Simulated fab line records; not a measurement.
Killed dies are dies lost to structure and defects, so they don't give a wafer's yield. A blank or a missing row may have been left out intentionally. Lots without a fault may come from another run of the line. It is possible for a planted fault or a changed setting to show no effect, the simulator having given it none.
2 desks, one fault :: flow sky130 :: only its own numbers are on each desk; what lay behind them is given at the end

== TOOL OWNER'S DESK, pvd_sputter-03 ==
The tool's own readings at SKY_CAP2M_SPUTTER_02 (material TiN, target thk 200 nm, time 166.7 s): means of the sampled wafers that have a number, for each lot that ran on this tool. A lot is out of limits, marked OUT, if its mean lies more than 4 standard deviations from the usual mean; the brackets give that distance.
Columns: A = throttle_valve_pct at SKY_CAP2M_SPUTTER_02, usual 29.9 %
lot: L466
first seen here: day 40 12:27
A: 30.5

lot: L481
first seen here: day 44 11:45
A: 30.4

lot: L482
first seen here: day 44 17:11
A: 30.6

lot: L483
first seen here: day 44 20:25
A: 31.5
Finding of this desk: none of the 4 lots has anything out of limits.

== THE METROLOGY DESK ==
What the gauges read, lot by lot, whatever tool the lot ran on: means of the sampled wafers that have a number. A lot is out of limits, marked OUT, if its mean lies more than 4 standard deviations from the usual mean; the brackets give that distance.
Columns: A = cd_nm at SKY_VIA3_CD_MEAS_12, usual 199.3 nm; B = CAP2M_TIN_RS at SKY_CAP2M_RS_MEAS_03, usual 6.87 ohm/sq; C = CAP2M_TIN_THK at SKY_CAP2M_THK_MEAS_04, usual 199.9 nm
lot: L464
first seen here: day 39 11:47
A: 199.0
B: 6.88
C: 199.1

lot: L466
first seen here: day 40 10:41
A: 198.1
B: 6.89
C: 198.7

lot: L468
first seen here: day 40 22:40
A: 200.2
B: 6.87
C: 199.4

lot: L470
first seen here: day 41 08:32
A: 200.5
B: 6.79
C: 201.7

lot: L471
first seen here: day 41 15:29
A: 199.2
B: 6.79
C: 202.9

lot: L476
first seen here: day 43 02:55
A: 203.2
B: 6.90
C: 199.7

lot: L481
first seen here: day 44 10:01
A: 198.6
B: 6.88
C: 201.3

lot: L482
first seen here: day 44 15:17
A: 198.4
B: 8.40 (+29) OUT
C: 165.5 (-20) OUT

lot: L483
first seen here: day 44 18:05
A: 198.7
B: 8.46 (+30) OUT
C: 163.2 (-22) OUT

lot: L487
first seen here: day 45 19:17
A: 197.6
B: 6.83
C: 201.4
Per this desk, out of limits: L482, L483; the first was L482, day 44 17:18 (CAP2M_TIN_RS at SKY_CAP2M_RS_MEAS_03). Within limits: L464, L466, L468, L470, L471, L476, L481, L487.

== TAKEN TOGETHER ==
L482, L483 would have let the metrology desk raise an alarm at day 44 17:18.
The desk of the tool owner found nothing out of limits.
Tool owner's desk: L482, L483 on record, inside its limits.
SKY_CAP2M_SPUTTER_02 was run on pvd_sputter-03 by each of the lots named.

== WHAT THE SIMULATOR PUT IN ==
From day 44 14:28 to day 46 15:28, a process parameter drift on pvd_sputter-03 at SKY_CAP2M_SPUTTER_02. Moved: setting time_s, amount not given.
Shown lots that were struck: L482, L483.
Time in hours between the start of the fault and the first out-of-limits reading at each desk: metrology desk, 3.
